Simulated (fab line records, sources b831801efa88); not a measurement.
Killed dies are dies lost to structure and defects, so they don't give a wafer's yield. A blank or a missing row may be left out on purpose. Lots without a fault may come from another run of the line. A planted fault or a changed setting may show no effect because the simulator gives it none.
Chamber matching | flow gf180mcu | GF_V5_CMP_26 on cmp-01: 4 sister chambers
The step polishes, stops on SiO2, t overpolish 15 s, target thk 0 nm. 4 wafers are shown with their chamber, then 7 later ones without.

WAFERS WITH THEIR CHAMBER
wafer  | chamber | motor_current_A (A)
L897.1 | 0       | 11.7
L897.6 | 3       | 11.7
L901.1 | 1       | 10.0
L901.2 | 2       | 11.3

WAFERS WITHOUT THEIR CHAMBER
wafer  | motor_current_A (A)
L901.3 | 11.4
L904.4 | 11.1
L904.5 | 11.4
L904.6 | 12.1
L908.1 | 11.2
L908.3 | 12.0
L908.5 | 10.1

WHICH CHAMBER EACH WENT THROUGH
wafer  | from the rows above          | in truth
L901.3 | can't be placed: 2 or 0 or 3 | 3
L904.4 | can't be placed: 2 or 0 or 3 | 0
L904.5 | can't be placed: 2 or 0 or 3 | 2
L904.6 | can't be placed: 0 or 3 or 2 | 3
L908.1 | can't be placed: 2 or 0 or 3 | 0
L908.3 | can't be placed: 0 or 3 or 2 | 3
L908.5 | 1                            | 1
Placed correctly: 1 of 7. Can't be placed from these rows: 6 (the true chamber is among the candidates in 6). Placed wrongly: 0.
How it was worked out, from the rows above alone: a wafer's distance from a chamber is the root of the sum, over the readings, of the square of ((its reading less the chamber's mean) divided by the reading's scatter). The wafer belongs to the nearest chamber; if the next one is less than 2 further off, it can't be placed. A chamber's mean is the mean of its shown wafers. The scatter: with one shown wafer a chamber, the root of the mean of the squares of how far each hidden wafer lies from its nearest shown one.
